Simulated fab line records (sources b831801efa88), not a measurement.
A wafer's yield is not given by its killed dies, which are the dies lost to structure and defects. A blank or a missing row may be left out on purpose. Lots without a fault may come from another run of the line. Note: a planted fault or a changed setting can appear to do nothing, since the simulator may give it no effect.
fab line records	flow sky130
[record] lots = 24	wafers = 72	last_day = 51
route steps=708 shown SONOS_ONO@183 POLY_GATE@228 LI_CONTACT@384 VIA1@461 VIA3@589 METAL4@602
lots that met no fault: taken from a fault-free run of the same line
start_h: hours from the record's first day to the start of the lot's first wafer shown	wait_h: how many hours have passed since the lot's step before this one	" the same as in the row above	L1.1+2: a row that stands for several wafers	- no value, or no start given	* or withheld: withheld	< > ~ a bound
route shown NAME@n: NAME is a module with steps in the file, n the number in the route of the first one	usual: average and standard deviation across the fault-free wafers	same: alike in all rows	chamber/n: place in a boat	sites: each site's reading	_std_site: the standard deviation of these	_edge_site: the outer-site mean with the inner-site mean subtracted	radius_mm: for every site, how far away it sits from the centre of the wafer	mask NAME#n: copy n	behind: the tool/chamber that last shaped the wafer	hold: why the lot was held/for how many hours/how that ended	device: whichever transistor did not switch (one of n, p or np)	end of line: the same wafers' tests at the end of the route	a step with no rows: only its recipe	killed: the dies lost at the first sort to structure and to defects; this is not the yield of the wafer	map: the dies of a wafer, with x for killed, . for not killed, _ for no die there
set.NAME: setting as actually run; set.NAME@STEP: the setting as run at that earlier step	model.NAME: the simulator's own value behind a step, which no gauge read
one table for each step of the route and one row for each wafer, over a sample of lots
services: from which hour (start_h, from the record's first day; less than 0 if before it) a tool's chamber was out of use, for how many hours, and why
[[steps]]
[step SKY_SONOS_ONO_ETCH_15]
[recipe] target_depth_nm = 19.52	chemistry = CHF3/O2	source_w = 600	bias_w = 200	pressure_mtorr = 40	chf3_flow_sccm = 50	O2_flow_sccm = 5	time_s = 7.8
[usual] drypump_motor_current_A = 5.7/0.43	oes_product_au = 1.003/0.0077	throttle_valve_pct = 8.825/0.0091
lot.wafer	tool	chamber	start_h	wait_h	drypump_motor_current_A	oes_product_au	rf_hours_counter_h	throttle_valve_pct
L074.2	rie_diel-04	2	289.35	0.0	4.9	1.009	4	8.842
L074.4	"	3	"	"	6.2	1.000	71	8.824
L074.5	"	3	"	"	6.3	0.997	-	8.807
L075.1	rie_diel-04	1	296.62	0.0	5.9	0.995	7	8.817
L075.3	"	3	"	"	6.3	0.984	71	8.826
L075.4	"	2	"	"	4.9	1.008	4	8.820
L076.1	rie_diel-03	2	306.90	0.0	6.1	1.014	14	8.825
L076.4	"	0	"	"	5.2	0.998	4	8.827
L076.6	"	2	"	"	6.1	0.998	-	8.821
L077.1	rie_diel-04	0	311.90	0.0	6.2	1.004	117	8.821
L077.2	"	2	"	"	4.9	0.999	4	8.822
L077.6	"	2	"	"	4.9	1.011	-	8.826
L078.1	rie_diel-04	3	324.70	0.0	6.3	0.996	72	8.828
L078.4	"	2	"	"	4.9	1.013	5	8.818
L078.6	"	1	"	"	5.9	1.005	-	8.822
L079.4	rie_diel-04	1	329.02	0.0	5.9	1.009	8	8.818
L079.5	"	1	"	"	5.9	1.003	-	8.826
L079.6	"	0	"	"	6.2	1.008	-	8.826
L080.3	rie_diel-03	1	335.27	0.0	5.8	1.007	14	8.837
L080.5	"	1	"	"	5.8	1.004	-	8.811
L080.6	"	2	"	"	6.1	1.000	-	8.814
L081.3	rie_diel-02	3	345.92	0.0	5.9	0.990	43	8.844
L081.4	"	0	"	"	5.5	1.005	10	8.836
L081.6	"	0	"	"	5.6	1.001	-	8.828
L082.1	rie_diel-02	0	355.47	0.0	5.6	0.996	10	8.835
L082.2	"	3	"	"	5.9	1.001	43	8.816
L082.3	"	1	"	"	5.3	0.997	6	8.835
L083.2	rie_diel-02	1	361.27	0.0	5.3	1.003	6	8.824
L083.3	"	0	"	"	5.5	1.002	10	8.819
L083.4	"	3	"	"	5.9	0.994	43	8.821
L084.2	rie_diel-02	1	369.02	0.0	5.2	1.006	7	8.832
L084.3	"	3	"	"	5.9	0.993	43	8.823
L084.6	"	0	"	"	5.6	0.995	-	8.828
L085.1	rie_diel-04	1	377.02	0.0	5.9	1.007	9	8.820
L085.2	"	3	"	"	6.3	1.006	73	8.825
L085.3	"	2	"	"	4.9	1.014	6	8.826
L086.2	rie_diel-04	2	384.32	0.0	4.9	1.011	6	8.813
L086.4	"	1	"	"	5.9	0.996	-	8.833
L086.6	"	2	"	"	4.9	1.026	-	8.828
L087.1	rie_diel-02	2	396.07	0.0	5.7	0.989	95	8.827
L087.2	"	3	"	"	5.9	0.996	43	8.823
L087.5	"	2	"	"	5.7	0.997	-	8.827
L088.3	rie_diel-03	3	404.92	0.0	5.4	1.009	4	8.828
L088.5	"	2	"	"	6.1	1.003	-	8.836
L088.6	"	1	"	"	5.8	1.010	-	8.824
L089.2	rie_diel-03	2	413.02	0.0	6.1	0.994	15	8.820
L089.3	"	3	"	"	5.4	0.997	4	8.836
L089.6	"	2	"	"	6.1	1.008	-	8.822
L090.2	rie_diel-02	3	423.17	0.0	5.9	0.989	44	8.827
L090.4	"	2	"	"	5.7	0.996	-	8.824
L090.5	"	1	"	"	5.3	1.006	-	8.812
L091.1	rie_diel-03	1	427.92	0.0	5.8	1.012	15	8.818
L091.2	"	3	"	"	5.4	1.013	4	8.807
L091.5	"	0	"	"	5.2	1.012	-	8.830
L092.3	rie_diel-03	0	430.47	0.0	5.2	1.003	6	8.829
L092.4	"	1	"	"	5.8	1.001	15	8.821
L092.5	"	3	"	"	5.4	1.005	-	8.831
L093.1	rie_diel-02	2	441.52	0.0	5.7	1.008	96	8.821
L093.3	"	3	"	"	5.9	0.989	44	8.821
L093.6	"	3	"	"	5.9	1.000	-	8.830
L094.1	rie_diel-04	0	454.62	0.0	6.2	1.008	1	8.824
L094.2	"	2	"	"	4.9	1.015	7	8.822
L094.3	"	1	"	"	5.9	1.003	10	8.803
L095.1	rie_diel-04	1	465.48	0.0	5.8	1.004	11	8.833
L095.4	"	2	"	"	4.9	1.013	-	8.821
L095.6	"	1	"	"	5.8	1.003	-	8.817
L096.3	rie_diel-02	3	468.52	0.0	5.9	0.985	45	8.830
L096.5	"	2	"	"	5.7	1.001	-	8.816
L096.6	"	3	"	"	5.9	0.997	-	8.812
L097.2	rie_diel-02	1	471.37	0.0	5.2	0.996	9	8.827
L097.3	"	3	"	"	5.9	0.995	45	8.810
L097.6	"	1	"	"	5.2	0.995	-	8.814
[step SKY_POLY_GATE_OVL_MEAS_14]
[usual] POLY_GATE_OVL = 3/5.6
lot.wafer	tool	chamber	start_h	wait_h	POLY_GATE_OVL[nm]
L074.2	overlay-01	-	381.28	0.1	8
L074.4	"	-	"	"	14
L074.5	"	-	"	"	0
L075.1	overlay-01	-	395.97	0.1	5
L075.3	"	-	"	"	10
L075.4	"	-	"	"	9
L076.1	overlay-01	-	399.34	0.1	-3
L076.4	"	-	"	"	-10
L076.6	"	-	"	"	-7
L077.1	overlay-01	-	406.72	0.1	10
L077.2	"	-	"	"	3
L077.6	"	-	"	"	3
L078.1	overlay-01	-	418.34	0.1	6
L078.4	"	-	"	"	7
L078.6	"	-	"	"	11
L079.4	overlay-02	-	423.21	0.1	0
L079.5	"	-	"	"	-1
L079.6	"	-	"	"	2
L080.3	overlay-02	-	431.45	0.1	3
L080.5	"	-	"	"	11
L080.6	"	-	"	"	7
L081.3	overlay-01	-	447.85	0.1	7
L081.4	"	-	"	"	-8
L081.6	"	-	"	"	-3
L082.1	overlay-01	-	455.52	0.1	2
L082.2	"	-	"	"	-3
L082.3	"	-	"	"	3
L083.2	overlay-01	-	459.23	0.1	5
L083.3	"	-	"	"	-1
L083.4	"	-	"	"	-8
L084.2	overlay-01	-	468.77	0.1	-1
L084.3	"	-	"	"	0
L084.6	"	-	"	"	3
L085.1	overlay-02	-	482.42	0.1	9
L085.2	"	-	"	"	3
L085.3	"	-	"	"	14
L086.2	overlay-01	-	485.59	0.1	4
L086.4	"	-	"	"	5
L086.6	"	-	"	"	7
L087.1	overlay-02	-	496.37	0.1	0
L087.2	"	-	"	"	6
L087.5	"	-	"	"	0
L088.3	overlay-02	-	507.18	0.1	6
L088.5	"	-	"	"	8
L088.6	"	-	"	"	4
L089.2	overlay-01	-	513.97	0.1	1
L089.3	"	-	"	"	-6
L089.6	"	-	"	"	-1
L090.2	overlay-02	-	530.06	0.1	-10
L090.4	"	-	"	"	-4
L090.5	"	-	"	"	1
L091.1	overlay-02	-	532.12	0.1	-7
L091.2	"	-	"	"	-1
L091.5	"	-	"	"	-4
L092.3	overlay-02	-	535.83	0.1	11
L092.4	"	-	"	"	7
L092.5	"	-	"	"	12
L093.1	overlay-02	-	541.04	0.1	-9
L093.3	"	-	"	"	1
L093.6	"	-	"	"	1
L094.1	overlay-02	-	556.37	0.1	-4
L094.2	"	-	"	"	-1
L094.3	"	-	"	"	0
L095.1	overlay-01	-	567.19	0.1	2
L095.4	"	-	"	"	10
L095.6	"	-	"	"	14
L096.3	overlay-02	-	569.35	0.1	13
L096.5	"	-	"	"	10
L096.6	"	-	"	"	4
L097.2	overlay-01	-	572.29	0.1	2
L097.3	"	-	"	"	-1
L097.6	"	-	"	"	3
[step SKY_LI_CONTACT_RS_MEAS_22]
[recipe] thk_meas_gauge = four-point-probe	reads = W_of_LI_CONTACT_CVD_21+TiN_of_LI_CONTACT_SPUTTER_20+Ti_of_LI_CONTACT_SPUTTER_19
[usual] LI_CONTACT_W_RS = 0.283/0.0044
lot.wafer	tool	chamber	start_h	wait_h	LI_CONTACT_W_RS[ohm/sq]
L074.2	film_metro-03	-	695.09	0.1	0.287
L074.4	"	-	"	"	0.283
L074.5	"	-	"	"	0.280
L075.1	film_metro-03	-	705.64	0.1	0.279
L075.3	"	-	"	"	0.290
L075.4	"	-	"	"	0.282
L076.1	film_metro-04	-	708.84	0.1	0.288
L076.4	"	-	"	"	0.288
L076.6	"	-	"	"	0.279
L077.1	film_metro-01	-	722.90	0.1	0.286
L077.2	"	-	"	"	0.279
L077.6	"	-	"	"	0.280
L078.1	film_metro-04	-	732.92	0.1	0.287
L078.4	"	-	"	"	0.280
L078.6	"	-	"	"	0.285
L079.4	film_metro-03	-	733.90	0.1	0.278
L079.5	"	-	"	"	0.287
L079.6	"	-	"	"	0.279
L080.3	film_metro-03	-	740.71	0.1	0.289
L080.5	"	-	"	"	0.284
L080.6	"	-	"	"	0.288
L081.3	film_metro-01	-	757.18	0.1	0.282
L081.4	"	-	"	"	0.287
L081.6	"	-	"	"	0.280
L082.1	film_metro-01	-	763.40	0.1	0.285
L082.2	"	-	"	"	0.276
L082.3	"	-	"	"	0.286
L083.2	film_metro-04	-	771.09	0.1	0.276
L083.3	"	-	"	"	0.277
L083.4	"	-	"	"	0.285
L084.2	film_metro-03	-	775.39	0.1	0.279
L084.3	"	-	"	"	0.281
L084.6	"	-	"	"	0.285
L085.1	film_metro-01	-	787.11	0.1	0.290
L085.2	"	-	"	"	0.280
L085.3	"	-	"	"	0.287
L086.2	film_metro-04	-	787.49	0.1	0.278
L086.4	"	-	"	"	0.276
L086.6	"	-	"	"	0.288
L087.1	film_metro-01	-	797.89	0.1	0.281
L087.2	"	-	"	"	0.280
L087.5	"	-	"	"	0.280
L088.3	film_metro-01	-	808.68	0.1	0.284
L088.5	"	-	"	"	0.283
L088.6	"	-	"	"	0.291
L089.2	film_metro-03	-	815.23	0.1	0.279
L089.3	"	-	"	"	0.275
L089.6	"	-	"	"	0.274
L090.2	film_metro-04	-	828.96	0.1	0.277
L090.4	"	-	"	"	0.285
L090.5	"	-	"	"	0.278
L091.1	film_metro-04	-	832.74	0.1	0.284
L091.2	"	-	"	"	0.278
L091.5	"	-	"	"	0.281
L092.3	film_metro-03	-	834.83	0.1	0.280
L092.4	"	-	"	"	0.287
L092.5	"	-	"	"	0.285
L093.1	film_metro-03	-	841.14	0.1	0.281
L093.3	"	-	"	"	0.287
L093.6	"	-	"	"	0.287
L094.1	film_metro-01	-	850.66	0.1	0.277
L094.2	"	-	"	"	0.289
L094.3	"	-	"	"	0.278
L095.1	film_metro-01	-	860.09	0.1	0.286
L095.4	"	-	"	"	0.278
L095.6	"	-	"	"	0.285
L096.3	film_metro-04	-	861.68	0.1	0.277
L096.5	"	-	"	"	0.282
L096.6	"	-	"	"	0.278
L097.2	film_metro-01	-	864.81	0.1	0.288
L097.3	"	-	"	"	0.280
L097.6	"	-	"	"	0.281
[step SKY_VIA1_BOW_MEAS_03]
[recipe] mode = bow
[usual] VIA1_BOW = 82/7.6
lot.wafer	tool	chamber	start_h	wait_h	VIA1_BOW[um]
L074.2	film_metro-03	-	784.31	0.2	85
L074.4	"	-	"	"	75
L074.5	"	-	"	"	77
L075.1	film_metro-01	-	795.37	0.2	85
L075.3	"	-	"	"	78
L075.4	"	-	"	"	86
L076.1	film_metro-03	-	798.81	0.2	83
L076.4	"	-	"	"	85
L076.6	"	-	"	"	82
L077.1	film_metro-03	-	812.15	0.1	84
L077.2	"	-	"	"	72
L077.6	"	-	"	"	82
L078.1	film_metro-04	-	820.87	0.1	76
L078.4	"	-	"	"	73
L078.6	"	-	"	"	77
L079.4	film_metro-01	-	821.19	0.3	94
L079.5	"	-	"	"	89
L079.6	"	-	"	"	82
L080.3	film_metro-04	-	827.98	0.2	82
L080.5	"	-	"	"	78
L080.6	"	-	"	"	89
L081.3	film_metro-03	-	844.11	0.2	83
L081.4	"	-	"	"	85
L081.6	"	-	"	"	83
L082.1	film_metro-01	-	849.63	0.1	96
L082.2	"	-	"	"	87
L082.3	"	-	"	"	94
L083.2	film_metro-03	-	858.44	0.3	79
L083.3	"	-	"	"	90
L083.4	"	-	"	"	84
L084.2	film_metro-03	-	863.07	0.1	88
L084.3	"	-	"	"	76
L084.6	"	-	"	"	87
L085.1	film_metro-04	-	872.78	0.2	81
L085.2	"	-	"	"	77
L085.3	"	-	"	"	92
L086.2	film_metro-04	-	873.98	0.1	94
L086.4	"	-	"	"	84
L086.6	"	-	"	"	70
L087.1	film_metro-01	-	883.22	0.1	63
L087.2	"	-	"	"	70
L087.5	"	-	"	"	79
L088.3	film_metro-04	-	895.35	0.2	71
L088.5	"	-	"	"	77
L088.6	"	-	"	"	82
L089.2	film_metro-03	-	901.35	0.2	79
L089.3	"	-	"	"	76
L089.6	"	-	"	"	103
L090.2	film_metro-03	-	915.73	0.2	88
L090.4	"	-	"	"	79
L090.5	"	-	"	"	86
L091.1	film_metro-03	-	918.24	0.2	77
L091.2	"	-	"	"	76
L091.5	"	-	"	"	80
L092.3	film_metro-01	-	919.59	0.2	77
L092.4	"	-	"	"	90
L092.5	"	-	"	"	78
L093.1	film_metro-04	-	925.29	0.1	66
L093.3	"	-	"	"	76
L093.6	"	-	"	"	82
L094.1	film_metro-03	-	934.51	0.1	78
L094.2	"	-	"	"	85
L094.3	"	-	"	"	82
L095.1	film_metro-04	-	943.41	0.2	84
L095.4	"	-	"	"	91
L095.6	"	-	"	"	82
L096.3	film_metro-03	-	944.97	0.2	61
L096.5	"	-	"	"	78
L096.6	"	-	"	"	82
L097.2	film_metro-01	-	948.44	0.3	85
L097.3	"	-	"	"	82
L097.6	"	-	"	"	81
[step SKY_VIA3_STRIP_16]
[recipe] chemistry = O2/N2	power_w = 1400	pressure_mtorr = 1500	platen_temp_c = withheld	o2_flow_sccm = 3000	n2_flow_sccm = 300	overash_fraction = 0.5
[usual] drypump_motor_current_A = 5.7/0.36	oes_product_au = 0.402/0.005	strip_time_to_endpoint_s = 4.126/0.022
lot.wafer	tool	chamber	start_h	wait_h	drypump_motor_current_A	oes_product_au	rf_hours_counter_h	strip_time_to_endpoint_s
L074.2	plasma_asher-04	1	951.96	0.0	6.3	0.403	21	4.153
L074.4	"	0	"	"	5.6	0.409	-	4.146
L074.5	"	1	"	"	6.3	0.396	-	4.161
L076.1	plasma_asher-02	0	961.87	0.0	5.7	0.406	118	4.174
L076.4	"	1	"	"	6.1	0.403	-	4.135
L076.6	"	0	"	"	5.7	0.404	-	4.135
L075.1	plasma_asher-01	0	962.57	0.0	5.2	0.404	50	4.131
L075.3	"	0	"	"	5.2	0.406	-	4.135
L075.4	"	1	"	"	5.7	0.409	-	4.139
L077.1	plasma_asher-04	0	976.11	0.0	5.6	0.405	24	4.139
L077.2	"	1	"	"	6.2	0.405	24	4.106
L077.6	"	0	"	"	5.6	0.398	-	4.134
L078.1	plasma_asher-01	1	982.11	0.0	5.7	0.387	52	4.089
L078.4	"	1	"	"	5.7	0.403	-	4.119
L078.6	"	1	"	"	5.8	0.396	-	4.130
L079.4	plasma_asher-01	1	984.96	0.1	5.8	0.407	-	4.118
L079.5	"	1	"	"	5.7	0.395	-	4.116
L079.6	"	0	"	"	5.2	0.403	-	4.135
L080.3	plasma_asher-01	0	989.21	0.1	5.2	0.398	-	4.150
L080.5	"	0	"	"	5.2	0.405	-	4.122
L080.6	"	1	"	"	5.8	0.408	-	4.157
L081.3	plasma_asher-01	1	1003.99	0.1	5.7	0.399	-	4.074
L081.4	"	0	"	"	5.2	0.403	-	4.142
L081.6	"	0	"	"	5.2	0.399	-	4.072
L082.1	plasma_asher-01	0	1008.83	0.0	5.2	0.406	55	4.152
L082.2	"	1	"	"	5.7	0.409	55	4.150
L082.3	"	0	"	"	5.2	0.402	-	4.134
L083.2	plasma_asher-02	0	1015.58	0.0	5.6	0.403	124	4.092
L083.3	"	1	"	"	6.1	0.399	-	4.125
L083.4	"	0	"	"	5.7	0.397	-	4.102
L084.2	plasma_asher-02	1	1022.68	0.0	6.1	0.399	124	4.089
L084.3	"	0	"	"	5.6	0.409	-	4.146
L084.6	"	1	"	"	6.1	0.395	-	4.140
L085.1	plasma_asher-04	0	1029.13	0.0	5.6	0.398	30	4.109
L085.2	"	1	"	"	6.3	0.406	30	4.116
L085.3	"	0	"	"	5.6	0.399	-	4.138
L086.2	plasma_asher-01	1	1029.48	0.0	5.8	0.406	57	4.130
L086.4	"	1	"	"	5.8	0.403	-	4.109
L086.6	"	0	"	"	5.1	0.402	-	4.080
L087.1	plasma_asher-02	0	1039.83	0.0	5.6	0.402	126	4.123
L087.2	"	1	"	"	6.1	0.408	126	4.118
L087.5	"	1	"	"	6.1	0.403	-	4.094
L088.3	plasma_asher-02	1	1049.26	0.1	6.1	0.407	-	4.123
L088.5	"	0	"	"	5.6	0.402	-	4.133
L088.6	"	1	"	"	6.1	0.401	-	4.127
L089.2	plasma_asher-04	1	1054.16	0.0	6.3	0.393	32	4.097
L089.3	"	0	"	"	5.6	0.397	-	4.103
L089.6	"	0	"	"	5.6	0.403	-	4.130
L090.2	plasma_asher-01	1	1064.83	0.0	5.8	0.410	61	4.109
L090.4	"	0	"	"	5.2	0.399	-	4.138
L090.5	"	1	"	"	5.8	0.400	-	4.130
L091.1	plasma_asher-01	0	1070.88	0.0	5.2	0.407	61	4.159
L091.2	"	1	"	"	5.7	0.405	61	4.116
L091.5	"	1	"	"	5.8	0.400	-	4.119
L092.3	plasma_asher-04	0	1072.21	0.1	5.6	0.399	-	4.167
L092.4	"	1	"	"	6.3	0.400	-	4.119
L092.5	"	1	"	"	6.2	0.404	-	4.099
L093.1	plasma_asher-04	0	1075.28	0.0	5.6	0.402	34	4.121
L093.3	"	0	"	"	5.6	0.414	-	4.144
L093.6	"	0	"	"	5.6	0.397	-	4.132
L094.1	plasma_asher-01	0	1082.28	0.0	5.2	0.394	62	4.155
L094.2	"	1	"	"	5.7	0.395	62	4.113
L094.3	"	1	"	"	5.8	0.400	-	4.139
L095.1	plasma_asher-04	1	1091.08	0.0	6.3	0.406	36	4.155
L095.4	"	1	"	"	6.3	0.402	-	4.151
L095.6	"	1	"	"	6.3	0.400	-	4.111
L096.3	plasma_asher-02	0	1091.66	0.1	5.6	0.402	-	4.128
L096.5	"	0	"	"	5.6	0.402	-	4.125
L096.6	"	1	"	"	6.1	0.394	-	4.104
L097.2	plasma_asher-01	0	1095.83	0.0	5.2	0.405	63	4.091
L097.3	"	1	"	"	5.8	0.410	-	4.128
L097.6	"	1	"	"	5.7	0.400	-	4.087
[step SKY_METAL4_SPUTTER_04]
[recipe] material = TiN	target_thk_nm = 70	power_w = 6500	time_s = 58.3	chamber_pressure_pa = 0.4
[usual] throttle_valve_pct = 29.6/1.1
lot.wafer	tool	chamber	start_h	wait_h	throttle_valve_pct
L074.2	pvd_sputter-04	-	953.48	0.0	29.3
L074.4	"	-	"	"	28.9
L074.5	"	-	"	"	29.3
L076.1	pvd_sputter-02	-	963.28	0.0	29.4
L076.4	"	-	"	"	27.4
L076.6	"	-	"	"	28.9
L075.1	pvd_sputter-02	-	963.98	0.0	27.7
L075.3	"	-	"	"	29.7
L075.4	"	-	"	"	29.1
L077.1	pvd_sputter-02	-	977.48	0.0	28.9
L077.2	"	-	"	"	27.7
L077.6	"	-	"	"	27.7
L078.1	pvd_sputter-02	-	983.89	0.0	30.4
L078.4	"	-	"	"	27.5
L078.6	"	-	"	"	30.5
L079.4	pvd_sputter-04	-	986.41	0.0	29.4
L079.5	"	-	"	"	29.0
L079.6	"	-	"	"	30.0
L080.3	pvd_sputter-01	-	990.69	0.0	30.6
L080.5	"	-	"	"	30.2
L080.6	"	-	"	"	30.6
L081.3	pvd_sputter-02	-	1006.00	0.0	28.8
L081.4	"	-	"	"	27.9
L081.6	"	-	"	"	28.8
L082.1	pvd_sputter-01	-	1010.66	0.0	30.6
L082.2	"	-	"	"	31.7
L082.3	"	-	"	"	29.6
L083.2	pvd_sputter-04	-	1016.99	0.0	29.3
L083.3	"	-	"	"	30.2
L083.4	"	-	"	"	30.2
L084.2	pvd_sputter-02	-	1024.22	0.0	30.5
L084.3	"	-	"	"	27.5
L084.6	"	-	"	"	27.7
L085.1	pvd_sputter-01	-	1030.51	0.0	31.8
L085.2	"	-	"	"	29.3
L085.3	"	-	"	"	30.6
L086.2	pvd_sputter-02	-	1030.85	0.0	27.7
L086.4	"	-	"	"	29.6
L086.6	"	-	"	"	30.6
L087.1	pvd_sputter-01	-	1041.32	0.0	29.8
L087.2	"	-	"	"	29.5
L087.5	"	-	"	"	31.7
L088.3	pvd_sputter-04	-	1050.59	0.0	28.9
L088.5	"	-	"	"	28.9
L088.6	"	-	"	"	30.3
L089.2	pvd_sputter-02	-	1055.52	0.0	27.8
L089.3	"	-	"	"	29.3
L089.6	"	-	"	"	29.0
L090.2	pvd_sputter-01	-	1066.27	0.0	29.8
L090.4	"	-	"	"	30.8
L090.5	"	-	"	"	30.3
L091.1	pvd_sputter-04	-	1072.24	0.0	29.0
L091.2	"	-	"	"	30.6
L091.5	"	-	"	"	30.4
L092.3	pvd_sputter-04	-	1073.54	0.0	30.1
L092.4	"	-	"	"	30.0
L092.5	"	-	"	"	28.9
L093.1	pvd_sputter-02	-	1076.67	0.0	29.6
L093.3	"	-	"	"	27.6
L093.6	"	-	"	"	30.6
L094.1	pvd_sputter-01	-	1083.64	0.0	31.9
L094.2	"	-	"	"	29.7
L094.3	"	-	"	"	30.7
L095.1	pvd_sputter-02	-	1092.53	0.0	28.8
L095.4	"	-	"	"	29.5
L095.6	"	-	"	"	29.4
L096.3	pvd_sputter-01	-	1092.99	0.0	31.9
L096.5	"	-	"	"	30.6
L096.6	"	-	"	"	29.9
L097.2	pvd_sputter-02	-	1097.42	0.0	27.7
L097.3	"	-	"	"	28.9
L097.6	"	-	"	"	27.7
[[services]]
tool	chamber	start_h	hours	kind
pvd_sputter-02	-	308.35	1.3	repair
plasma_asher-01	-	331.24	0.4	repair
rie_diel-04	-	334.69	2.8	pm
plasma_asher-01	-	354.31	7.2	repair
rie_diel-02	2	367.13	4.6	repair
rie_diel-04	1	396.26	3.8	repair
rie_diel-02	0	413.62	27.2	repair
plasma_asher-01	-	421.25	9.0	pm
rie_diel-04	3	438.51	34.4	repair
plasma_asher-01	-	460.18	0.7	repair
rie_diel-02	0	467.01	11.8	repair
rie_diel-02	-	475.06	0.1	repair
rie_diel-02	-	477.81	0.2	repair
pvd_sputter-02	-	483.21	2.1	repair
pvd_sputter-02	-	540.57	1.8	repair
rie_diel-04	-	551.15	1.1	repair
rie_diel-04	2	565.70	3.6	repair
rie_diel-04	1	568.77	4.8	repair
rie_diel-04	-	582.98	0.1	repair
plasma_asher-01	-	696.50	1.5	repair
plasma_asher-01	-	753.08	14.6	pm
plasma_asher-01	-	843.05	21.4	repair
pvd_sputter-02	-	969.60	1.2	repair
pvd_sputter-02	-	1010.82	1.4	repair
[[key]]
fault none
